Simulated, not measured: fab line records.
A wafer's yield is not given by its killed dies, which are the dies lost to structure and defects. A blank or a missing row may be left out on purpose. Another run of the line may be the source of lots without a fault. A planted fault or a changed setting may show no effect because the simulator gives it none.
Which tool was responsible? -- flow sky130 -- 14 lots, 42 wafers sampled, at 2 steps of a route of 708

WHAT EACH GAUGE READ, for each wafer
SKY_CAPM_THK_MEAS_04: measures by xrf. Usual: CAPM_TIN_THK 199.9 nm, standard deviation 2.9.
lot,measured,on,CAPM_TIN_THK (nm),flag
L194,day 36 03:35,filmMetro-04,197.4 197.0 202.7,
L195,day 36 13:23,filmMetro-01,204.2 203.8 204.0,
L197,day 37 01:49,filmMetro-01,199.5 197.1 197.0,
L199,day 37 21:53,filmMetro-01,192.1 197.8 198.0,
L200,day 38 00:17,filmMetro-04,202.3 202.4 203.6,
L207,day 40 08:28,filmMetro-04,202.2 206.1 205.9,
L208,day 40 12:08,filmMetro-04,199.2 199.2 199.2,
L209,day 42 02:57,filmMetro-02,195.8 197.5 198.0,
L210,day 42 06:55,filmMetro-02,202.8 201.3 195.2,
L211,day 42 11:25,filmMetro-02,195.0 194.4 195.3,
L215,day 42 13:09,filmMetro-02,200.5 198.4 198.0,
L214,day 42 13:33,filmMetro-02,200.0 200.2 200.2,
L216,day 42 15:55,filmMetro-02,196.9 197.5 196.3,
L217,day 42 22:40,filmMetro-01,199.9 200.0 204.7,

SKY_METAL3_OVL_MEAS_14. Usual: METAL3_OVL 4 nm, standard deviation 5.9.
lot,measured,on,METAL3_OVL (nm),flag
L194,day 38 04:59,overlay-02,-1 1 -4,
L195,day 38 12:14,overlay-02,-2 -1 -5,
L197,day 39 02:29,overlay-01,7 13 6,
L199,day 39 21:02,overlay-02,7 3 10,
L200,day 39 23:20,overlay-01,5 -2 1,
L207,day 42 07:56,overlay-02,3 7 1,
L208,day 42 11:41,overlay-01,-3 -6 5,
L209,day 43 23:38,overlay-01,18 16 5,
L210,day 44 02:23,overlay-01,11 6 8,
L211,day 44 09:04,overlay-01,-12 -9 -9,
L215,day 44 09:44,overlay-01,5 6 2,
L214,day 44 09:47,overlay-02,2 3 2,
L216,day 44 12:59,overlay-01,3 -1 2,
L217,day 44 19:29,overlay-02,-5 1 3,

TOOL THAT RAN EACH LOT (tool first, then ch and the chambers of the sampled wafers, then the start)
There is no process step in the record ahead of these readings.

AS READ BY THE TOOLS THEMSELVES (means over the sampled wafers that have a number; for cases with no such wafer, the mark the record gives instead)
The record holds no such reading with a usual standard deviation.

THE ANSWER, worked out from the rows above alone
Rule: lot off if the mean of its wafers having a number is beyond 3 standard deviations from the usual mean. A lot without any number at a reading at which 4 lots or more have one is off too. Where the step has rows for the other lots, those lots are counted as sound. First the gauges in route order, then the tools' own readings, where a lot's mean is used as printed above. The first step at which some lot is off is used, and at that step the reading that is off furthest; a lot without a number counts as furthest.
Across all readings shown, no lot is off: no conclusion can be drawn from this.

WHAT THE SIMULATOR HAD PUT IN
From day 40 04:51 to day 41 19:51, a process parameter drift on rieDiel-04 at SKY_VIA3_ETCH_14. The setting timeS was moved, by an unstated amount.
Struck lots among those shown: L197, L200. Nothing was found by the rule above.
